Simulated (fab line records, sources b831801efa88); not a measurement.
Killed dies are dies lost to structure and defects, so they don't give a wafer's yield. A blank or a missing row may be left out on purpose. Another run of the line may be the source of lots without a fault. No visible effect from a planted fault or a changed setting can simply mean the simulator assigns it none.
Chamber matching -- flow gf180mcu -- GF_V5_CMP_04 on cmp-02: 4 sister chambers
The step polishes SiO2. 14 wafers are shown with their chamber, then 7 later ones without.

## WAFERS PAIRED WITH THEIR CHAMBERS
wafer,chamber,motor current A (A),edge zone pressure frac,head pressure psi (psi)
L480.2,0,10.8,0.995,4.013
L480.3,3,13.2,1.003,3.995
L480.6,0,10.7,1.005,3.998
L481.2,2,12.2,0.999,4.012
L481.3,3,13.1,1.004,4.004
L481.5,2,11.9,0.999,4.010
L482.3,0,11.0,0.997,4.000
L482.5,1,12.8,0.996,3.987
L482.6,0,11.4,0.999,3.995
L483.2,2,12.3,0.994,3.994
L483.3,3,12.9,0.999,4.004
L483.4,0,11.0,1.003,3.998
L484.2,3,12.8,1.006,4.009
L484.4,1,12.5,0.999,4.010

SIGNATURES, as means of the wafers listed above
reading,chamber 0,chamber 1,chamber 2,chamber 3,scatter within a chamber
motor current A,10.980,12.650,12.133,13.000,0.228
edge zone pressure frac,0.99980,0.99750,0.99733,1.00300,0.00341
head pressure psi,4.00080,3.99850,4.00533,4.00300,0.00872
Rule: a wafer's distance from a chamber is the root of the sum, over the readings, of the square of ((its reading less the chamber's mean) divided by the reading's scatter). If the next closest chamber is less than 2 further off than the closest, the wafer can't be placed; otherwise it belongs to the closest. The scatter is the square root of a quotient: the sum, over the shown wafers, of each reading's squared deviation from its chamber's mean, divided by wafers minus chambers.

## WAFERS WITH NO CHAMBER GIVEN
wafer,motor current A (A),edge zone pressure frac,head pressure psi (psi)
L484.5,11.6,1.004,4.012
L486.1,11.2,1.004,4.003
L486.5,12.7,0.988,3.987
L486.6,10.8,0.997,3.985
L500.2,11.8,0.994,4.006
L500.3,13.3,0.999,3.997
L500.5,12.0,0.987,4.011

## THE CHAMBER EACH PASSED THROUGH
wafer,from the rows above,in truth
L484.5,can't be placed: 2 or 0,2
L486.1,0,0
L486.5,can't be placed: 1 or 2 or 3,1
L486.6,0,0
L500.2,2,2
L500.3,can't be placed: 3 or 1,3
L500.5,can't be placed: 2 or 1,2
Correct placement for 3 of the 7. From these rows, 4 cannot be placed; in 4 the true chamber is one of the candidates. 0 placed wrongly.
